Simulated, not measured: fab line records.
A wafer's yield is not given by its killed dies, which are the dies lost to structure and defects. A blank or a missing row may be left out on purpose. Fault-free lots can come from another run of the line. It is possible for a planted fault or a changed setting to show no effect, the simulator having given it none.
A lot that was struck, set against a sound lot	flow gf180mcu	14 out of 602 route steps
Sound: the wafers L544.2, L544.3, L544.5. Wafers struck: L543.1, L543.3, L543.5. The cause is given at the end.
For every step that has rows: the tool of each side, followed by ch and its chambers, followed by its first start. Under that, the readings that differ: sound wafers	struck wafers	difference of the means	sigmas: that difference in standard deviations of wafers without a fault.
alike: words and numbers the same on both sides, and readings whose means are apart by under 2 such deviations; not compared: readings that were withheld, readings missing a value for some wafer, numbers with overlapping values and no deviation given by the record, and bounds like >300 which may hide the same value.
Wherever a step has rows on one side only, a row that says differs or no value, or a row with sigmas, the two part there. Numbers that have no deviation but don't overlap get no sigmas and don't part them. Lack of a reading on every wafer of one side parts them only where that side has two or more wafers.

GF_V1_CMP_26: polishes, stops on SiO2, t overpolish 15.68 s, target thk 0 nm.
  sound on cmp-02 ch 1,3, day 22 22:40; struck on cmp-01 ch 0,1, day 22 19:25
  alike: edge-zone-pressure-frac, motor-current-A, overpolish-run-s, time-to-endpoint-s
then, 1 step without rows for these wafers: GF_M2_SPUTTER_00 (material Ti, target thk 37.5 nm, time 150 s).
GF_M2_SPUTTER_01: material TiN, target thk 30 nm, time 25 s.
  sound on pvd-sputter-03 at day 22 23:01; struck on pvd-sputter-02 at day 22 19:49
  alike: cathode-dc-power-W, chamber-pressure-pa, throttle-valve-pct
GF_M2_SPUTTER_02: material AlCu, target thk 450 nm, time 23.9 s.
  sound on pvd-sputter-03 at day 22 23:03; struck on pvd-sputter-02 at day 22 19:50
  alike: cathode-dc-power-W, chamber-pressure-pa, throttle-valve-pct
GF_M2_SPUTTER_03: material Ti, target thk 10 nm, time 6.7 s.
  sound on pvd-sputter-03 at day 22 23:05; struck on pvd-sputter-02 at day 22 19:52
  alike: cathode-dc-power-W, chamber-pressure-pa, throttle-valve-pct
GF_M2_SPUTTER_04: material TiN, target thk 50 nm, time 41.7 s.
  sound on pvd-sputter-03 at day 22 23:06; struck on pvd-sputter-02 at day 22 19:53
  alike: cathode-dc-power-W, chamber-pressure-pa, throttle-valve-pct
GF_M2_RS_MEAS_05: uses a four-point probe to measure.
  sound on film-metro-03 at day 22 23:10; struck on film-metro-02 at day 22 19:56
  alike: M2_ALCU_RS
GF_M2_THK_MEAS_06: measures by xrf.
  sound on film-metro-03 at day 22 23:16; struck on film-metro-02 at day 22 20:03
reading	sound	struck	difference	sigmas
M2_ALCU_THK (nm)	455 457 453	465 466 471	+12	+2
then, 4 steps without rows for these wafers: GF_M2_DEHYDRATE_07 (time 60 s); GF_M2_HMDS_08 (prime time 60 s); GF_M2_COAT_09 (resist thk 1000 nm); GF_M2_SOFTBAKE_10 (time 60 s).
GF_M2_EXPOSE_11: exposes mask Metal2, target cd 280 nm.
  sound on krf-scanner-02 ch 0, day 23 10:32; struck on krf-scanner-01, day 23 07:22
  no value came back on the struck wafers for exposure-dose-mJ-cm2, focus-offset-nm (nm); on the sound wafers exposure-dose-mJ-cm2 reads 27.978 28.014 27.982
  alike: mask
then, 1 step without rows for these wafers: GF_M2_PEB_12 (peb time 90 s).

== WHERE THEY PART ==
First at GF_M2_THK_MEAS_06; last, within this record, at GF_M2_EXPOSE_11.

WHY: whatever the simulator had introduced
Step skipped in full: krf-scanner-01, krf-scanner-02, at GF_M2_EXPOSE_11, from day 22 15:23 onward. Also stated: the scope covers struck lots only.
